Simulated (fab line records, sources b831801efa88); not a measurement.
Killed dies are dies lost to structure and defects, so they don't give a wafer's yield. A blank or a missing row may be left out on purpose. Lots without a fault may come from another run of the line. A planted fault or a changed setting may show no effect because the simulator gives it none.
A struck lot beside a sound one | flow sky130 | 29 steps out of a route of 708
Sound: wafers L277.2, L277.3, L277.5. Struck: wafer L283.3. (L283.1, L283.5 of the same lot were not struck and are left out.) The cause comes at the end.
At each step with rows: each side's tool, then ch and its chambers, then its first start. Under that, the readings that differ: sound wafers | struck wafers | difference of the means | sigmas: that difference in standard deviations of wafers without a fault.
alike: readings whose means differ by less than 2 such deviations, and words and numbers that are the same on both sides. not compared: withheld readings, readings that some wafer has no value for, bounds like >300 that may hide the same value, and numbers for which the record gives no deviation and whose values overlap.
The two part at a step that has a row with sigmas, a row that says differs or no value, or rows on one side only. Numbers that don't overlap but have no deviation are shown without sigmas and don't part them. A reading that every wafer of one side lacks parts them only if that side has two wafers or more.

first, 3 steps without rows for these wafers: SKY_METAL1_EXPOSE_12 (exposes mask MM1, target cd 140 nm); SKY_METAL1_PEB_13; SKY_METAL1_DEVELOP_14 (develop time 60 s).
SKY_METAL1_CD_MEAS_15: target cd 140 nm.
  sound on cd_sem-02, day 33 10:30; struck on cd_sem-02, day 35 08:55
  alike: cd_nm
SKY_METAL1_OVL_MEAS_16:
  sound on overlay-01, day 33 10:37; struck on overlay-02, day 35 09:02
  alike: METAL1_OVL
SKY_METAL1_DESCUM_17: chemistry O2, time 8 s.
  sound on rie_metal-04 ch 0,1, day 33 10:38; struck on rie_metal-04 ch 1, day 35 09:04
  alike: drypump_motor_current_A, oes_product_au, rf_fwd_power_W
  not compared: rf_hours_counter_h
SKY_METAL1_ETCH_18: etches BARC in N2/H2, stops on SiO2, time 45.9 s, target depth 60 nm.
  sound on rie_metal-04 ch 0,1, day 33 10:40; struck on rie_metal-04 ch 1, day 35 09:06
  alike: drypump_motor_current_A, oes_product_au, rf_fwd_power_W, throttle_valve_pct
  not compared: rf_hours_counter_h
then, 1 step without rows for these wafers: SKY_METAL1_METAL_ETCH_19 (etches the open film in Cl2/BCl3, stops on SiO2, target depth 360 nm, time 78 s).
SKY_METAL1_STRIP_20: strips in O2/N2.
  sound on plasma_asher-02 ch 0,1, day 33 10:49; struck on plasma_asher-04 ch 0, day 35 09:15
  reading               | sound             | struck | difference | sigmas
  oes_product_au (a.u.) | 0.357 0.344 0.351 | 0.338  | -0.013     | -2
  alike: drypump_motor_current_A, strip_time_to_endpoint_s
  not compared: rf_hours_counter_h
then, 3 steps without rows for these wafers: SKY_METAL1_STRIP_21 (strips in post etch residue remover, time 1200 s); SKY_METAL1_CLEAN_22 (cleans in IPA, time 180 s); SKY_METAL1_CLEAN_23 (cleans in O3/DIW).
SKY_VIA1_HDPCVD_00: deposits SiO2, target thk 1030 nm, time 171.7 s.
  sound on hdpcvd-02 ch 0,1,2, day 33 11:28; struck on hdpcvd-02 ch 0,1, day 35 09:59
SKY_VIA1_THK_MEAS_01:
  sound on film_metro-04, day 33 11:35; struck on film_metro-03, day 35 10:05
  reading              | sound          | struck | difference | sigmas
  VIA1_HDPCVD_THK (nm) | 1051 1024 1008 | 896    | -132       | -11
SKY_VIA1_CMP_02: polishes SiO2.
  sound on cmp-02 ch 1,2, day 33 11:38; struck on cmp-02 ch 3, day 35 10:09
  alike: motor_current_A
SKY_VIA1_BOW_MEAS_03:
  sound on film_metro-03, day 33 11:58; struck on film_metro-03, day 35 10:27
  reading       | sound    | struck | difference | sigmas
  VIA1_BOW (um) | 82 85 86 | 68     | -16        | -2
then, 8 steps without rows for these wafers: SKY_VIA1_DEHYDRATE_04 (time 60 s); SKY_VIA1_HMDS_05 (prime time 60 s); SKY_VIA1_COAT_06 (resist thk 60 nm); SKY_VIA1_COAT_07 (resist thk 450 nm); SKY_VIA1_SOFTBAKE_08 (time 90 s); SKY_VIA1_EXPOSE_09 (exposes mask VIM, target cd 150 nm); SKY_VIA1_PEB_10; SKY_VIA1_DEVELOP_11 (develop time 60 s).
SKY_VIA1_CD_MEAS_12: target cd 150 nm.
  sound on cd_sem-01, day 34 14:39; struck on cd_sem-02, day 36 11:32
  alike: cd_nm
SKY_VIA1_OVL_MEAS_13:
  sound on overlay-01, day 34 14:46; struck on overlay-02, day 36 11:39
  alike: VIA1_OVL
SKY_VIA1_ETCH_14: etches BARC in N2/H2, stops on SiO2, time 45.9 s, target depth 60 nm.
  sound on rie_diel-03 ch 1,3, day 34 14:47; struck on rie_diel-03 ch 1, day 36 11:41
  alike: drypump_motor_current_A, oes_product_au, rf_fwd_power_W, throttle_valve_pct
  not compared: rf_hours_counter_h
SKY_VIA1_ETCH_15: etches SiO2 in C4F8/O2/Ar, stops on TiN, target depth 351 nm, time 54 s.
  sound on rie_diel-03 ch 1,3, day 34 14:50; struck on rie_diel-03 ch 1, day 36 11:44
  reading               | sound             | struck | difference | sigmas
  oes_product_au (a.u.) | 0.977 0.981 0.980 | 0.740  | -0.239     | -43
  alike: rf_fwd_power_W
  not compared: rf_hours_counter_h
then, 1 step without rows for these wafers: SKY_VIA1_STRIP_16 (strips in O2/N2).

WHERE THEY PART
First at SKY_METAL1_STRIP_20; last, within this record, at SKY_VIA1_ETCH_15.

WHY: what the simulator had put in
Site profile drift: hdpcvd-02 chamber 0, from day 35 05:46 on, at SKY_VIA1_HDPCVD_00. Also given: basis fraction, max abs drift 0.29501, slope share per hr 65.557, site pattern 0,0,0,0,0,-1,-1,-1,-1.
